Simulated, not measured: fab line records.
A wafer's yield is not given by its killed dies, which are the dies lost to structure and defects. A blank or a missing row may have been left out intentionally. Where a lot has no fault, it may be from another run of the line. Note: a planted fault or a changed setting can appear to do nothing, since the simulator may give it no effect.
Chamber matching ; flow gf180mcu ; GF_V3_ETCH_16 on rie_diel-04 has 4 sister chambers
The step etches BARC in N2/H2. 14 wafers are shown with their chamber, then 7 later ones without.

== WAFERS PAIRED WITH THEIR CHAMBERS ==
wafer;chamber;throttle_valve_pct (%);oes_product_au (a.u.)
L314.3;0;13.236;0.858
L314.4;3;13.227;0.863
L314.6;1;13.225;0.859
L321.2;3;13.220;0.847
L321.3;0;13.222;0.864
L321.4;0;13.223;0.857
L323.1;0;13.230;0.846
L323.2;2;13.236;0.857
L323.3;1;13.227;0.855
L324.2;2;13.232;0.855
L324.3;0;13.213;0.855
L324.4;0;13.203;0.851
L328.3;0;13.215;0.857
L328.4;3;13.238;0.859

SIGNATURES (means of the wafers above)
reading;chamber 0;chamber 1;chamber 2;chamber 3;scatter within a chamber
throttle_valve_pct;13.22029;13.22600;13.23400;13.22833;0.00952
oes_product_au;0.85543;0.85700;0.85600;0.85633;0.00585
Rule: for each reading, subtract the chamber's mean from the wafer's reading, divide by that reading's scatter and square the result; add these up over the readings and take the root, which gives the wafer's distance from the chamber. The wafer belongs to the nearest chamber; if the next one is less than 2 further off, it can't be placed. The scatter: the root of (the sum of the squares of (reading less its chamber's mean) over the shown wafers, divided by (wafers less chambers)).

== WAFERS WHOSE CHAMBER IS MISSING ==
wafer;throttle_valve_pct (%);oes_product_au (a.u.)
L328.5;13.240;0.852
L335.1;13.238;0.858
L335.2;13.203;0.853
L335.4;13.230;0.854
L337.1;13.245;0.852
L337.2;13.225;0.853
L337.5;13.225;0.863

== CHAMBER TAKEN BY EACH ==
wafer;from the rows above;in truth
L328.5;can't be placed: 2 or 3 or 1 or 0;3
L335.1;can't be placed: 2 or 3 or 1 or 0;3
L335.2;can't be placed: 0 or 1 or 3 or 2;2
L335.4;can't be placed: 3 or 2 or 1 or 0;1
L337.1;can't be placed: 2 or 3 or 1 or 0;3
L337.2;can't be placed: 0 or 3 or 1 or 2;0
L337.5;can't be placed: 1 or 3 or 0 or 2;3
Correctly placed: 0 of 7. From these rows, 7 cannot be placed; in 7 the true chamber is one of the candidates. 0 placed wrongly.
